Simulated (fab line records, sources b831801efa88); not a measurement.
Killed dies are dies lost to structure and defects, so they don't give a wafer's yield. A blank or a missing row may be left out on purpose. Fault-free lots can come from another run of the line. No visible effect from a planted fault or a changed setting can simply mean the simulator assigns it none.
2 desks looking at one fault | flow sky130 | each desk has only its own numbers; what lay behind them comes last

== FOR THE TOOL OWNER'S DESK: litho_track-02 ==
At SKY_VT_ADJUST_LVTN_DEHYDRATE_00 (time 60 s), the tool's own readings, given per lot that ran on this tool as the mean of the sampled wafers with a number. If a lot's mean is further than 4 standard deviations from the usual mean, the lot is out of limits and carries the mark OUT (the distance appears in the brackets).
Columns: A = heater_power_total_W at SKY_VT_ADJUST_LVTN_DEHYDRATE_00, usual 160.40 W; B = plate_temp_C at SKY_VT_ADJUST_LVTN_DEHYDRATE_00, usual 200.02 C
lot  | first seen here | A                | B
L782 | day 6 13:11     | 160.39           | 200.05
L784 | day 7 03:56     | 160.32           | 200.00
L785 | day 7 10:20     | 160.28           | 199.75
L788 | day 8 22:59     | 160.34           | 200.28
L790 | day 9 08:47     | 161.88 (+12) OUT | 201.60 (+8.8) OUT
L789 | day 9 09:29     | 161.92 (+13) OUT | 201.58 (+8.7) OUT
This desk finds L789, L790 out of limits, L790 being first, at day 9 08:47 (heater_power_total_W at SKY_VT_ADJUST_LVTN_DEHYDRATE_00). In limits: L782, L784, L785, L788.

== AT THE METROLOGY DESK ==
Lot by lot, what the gauges showed, no matter which tool ran the lot: averages of those sampled wafers that carry a number. If a lot's mean is further than 4 standard deviations from the usual mean, the lot is out of limits and carries the mark OUT (the distance appears in the brackets).
Columns: A = NWELL_OXIDATION_THK at SKY_NWELL_THK_MEAS_02, usual 10.01 nm; B = VT_ADJUST_NCORE_OVL at SKY_VT_ADJUST_NCORE_OVL_MEAS_08, usual 1.7 nm
lot  | first seen here | A     | B
L781 | day 2 12:41     | 9.90  | 2.7
L782 | day 2 17:39     | 10.03 | 1.1
L784 | day 3 04:19     | 9.83  | 1.9
L785 | day 3 10:45     | 10.29 | 3.5
L786 | day 3 14:38     | 9.93  | 1.8
L788 | day 4 16:59     | 9.89  | 2.3
L790 | day 4 22:46     | 9.82  | 2.3
L789 | day 4 22:47     | 10.03 | 2.7
L800 | day 6 15:26     | 10.14 | 3.2
L799 | day 6 15:26     | 10.22 | -0.2
L801 | day 6 23:26     | 10.19 | 1.0
L802 | day 7 04:46     | 10.06 | 0.9
L804 | day 7 11:17     | 9.75  | 2.3
This desk's finding: nothing out of limits on any of the 13 lots.

== PUT TOGETHER ==
At day 9 08:47, on L789, L790, the tool owner's desk was in a position to raise an alarm.
Nothing out of limits was seen by the metrology desk.
The metrology desk has L789, L790 on record, within its limits.
On litho_track-02, each named lot ran SKY_VT_ADJUST_LVTN_DEHYDRATE_00.

== WHAT THE SIMULATOR HAD PUT IN ==
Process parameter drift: litho_track-02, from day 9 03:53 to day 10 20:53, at SKY_VT_ADJUST_LVTN_DEHYDRATE_00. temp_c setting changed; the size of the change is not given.
Shown lots that were struck: L789, L790.
Delay in hours, fault start to first out-of-limits reading, by desk: the tool owner's desk at 5.
